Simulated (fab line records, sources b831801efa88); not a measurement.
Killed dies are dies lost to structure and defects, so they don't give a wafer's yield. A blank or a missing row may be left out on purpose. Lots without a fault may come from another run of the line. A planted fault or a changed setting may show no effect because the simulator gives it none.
Tool commonality check | flow sky130 | 12 lots, 36 wafers sampled

WHY IT WAS OPENED
At SKY_LDD_HVN_OVL_MEAS_07 the reading LDD_HVN_OVL is flagged on 3 of 12 lots. Wafers without a fault read 0.3 nm, standard deviation 1.2.
Rule: a lot is flagged when every wafer of it that has a number lies more than 4 standard deviations from that mean, or none has a number. The other lots count as sound.

lot  | measured     | on         | LDD_HVN_OVL (nm), wafer by wafer | flag
L391 | day 20 13:02 | overlay-02 | 1.5 0.8 0.4                      |
L392 | day 20 22:49 | overlay-01 | -0.5 -0.9 -1.6                   |
L394 | day 22 02:26 | overlay-02 | 2.2 0.6 0.7                      |
L395 | day 22 08:13 | overlay-02 | 0.3 1.4 1.4                      |
L402 | day 25 09:28 | overlay-01 | 1.6 -0.1 1.2                     |
L403 | day 25 13:29 | overlay-01 | 57.5 57.8 58.5                   | FLAGGED
L405 | day 26 00:13 | overlay-01 | -1.9 -1.7 -2.1                   |
L404 | day 26 01:21 | overlay-01 | 58.9 57.8 58.0                   | FLAGGED
L406 | day 26 06:11 | overlay-01 | 60.4 60.6 61.7                   | FLAGGED
L409 | day 27 03:13 | overlay-01 | 0.8 1.9 2.5                      |
L412 | day 28 06:04 | overlay-01 | 1.2 1.2 2.7                      |
L413 | day 28 07:55 | overlay-01 | -0.6 -1.6 -0.6                   |
The numbers of the flagged lots are 59.0 nm on average: +58.7 nm against the usual, or +49 standard deviations.

WHICH TOOL RAN EACH LOT
The record holds 1 process step before the reading, out of a route of 708 steps. In each cell: the tool, then ch and the chambers that the sampled wafers went through, then the start.
lot  | flag    | SKY_LDD_HVN_EXPOSE_04
L391 |         | iline_stepper-02 ch 0, day 19 22:10
L392 |         | iline_stepper-02 ch 0, day 20 07:10
L394 |         | iline_stepper-02 ch 0, day 21 10:49
L395 |         | iline_stepper-01 ch 0, day 21 16:43
L402 |         | iline_stepper-01 ch 0, day 24 19:32
L403 | FLAGGED | iline_stepper-02 ch 0, day 24 23:19
L405 |         | iline_stepper-01 ch 0, day 25 09:22
L404 | FLAGGED | iline_stepper-02 ch 0, day 25 10:10
L406 | FLAGGED | iline_stepper-02 ch 0, day 25 15:29
L409 |         | iline_stepper-01 ch 0, day 26 12:53
L412 |         | iline_stepper-01 ch 0, day 27 16:24
L413 |         | iline_stepper-01 ch 0, day 27 18:07
What these steps do:
- SKY_LDD_HVN_EXPOSE_04: exposes mask HVNTM, target cd 700 nm.
- SKY_LDD_HVN_OVL_MEAS_07

FLAGGED OVER TOTAL, TOOL BY TOOL (the gauges that took the reading come last)
step                    | tool             | lots run | flagged | share of the flagged lots | sound lots run after its first flagged lot
SKY_LDD_HVN_EXPOSE_04   | iline_stepper-01 | 6        | 0       | none                      | -
SKY_LDD_HVN_EXPOSE_04   | iline_stepper-02 | 6        | 3       | all                       | 0
SKY_LDD_HVN_OVL_MEAS_07 | overlay-01       | 9        | 3       | all                       | 4 (L405,L409,L412,L413)
SKY_LDD_HVN_OVL_MEAS_07 | overlay-02       | 3        | 0       | none                      | -

WHAT THE TABLE ALLOWS
2 rows of the table ran every flagged lot: iline_stepper-02 at SKY_LDD_HVN_EXPOSE_04, overlay-01 at SKY_LDD_HVN_OVL_MEAS_07.
- iline_stepper-02 at SKY_LDD_HVN_EXPOSE_04: 3 of its 6 lots flagged. Its last sound lot is L394 (day 21 10:49), its first flagged lot L403 (day 24 23:19): a fault that began between those two fits.
- overlay-01 at SKY_LDD_HVN_OVL_MEAS_07: 3 of its 9 lots flagged. Sound lots ran on it after the first flagged one (L405, L409, L412, L413), which a lasting fault on the whole tool wouldn't allow.
One tool is left: iline_stepper-02 at SKY_LDD_HVN_EXPOSE_04.

WHAT THE SIMULATOR HAD PUT IN
Scanner matching overlay: iline_stepper-02, from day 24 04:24 on, at SKY_LDD_HVN_EXPOSE_04. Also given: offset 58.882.
Lots struck among those shown: L403, L404, L406. The rule above found the same.
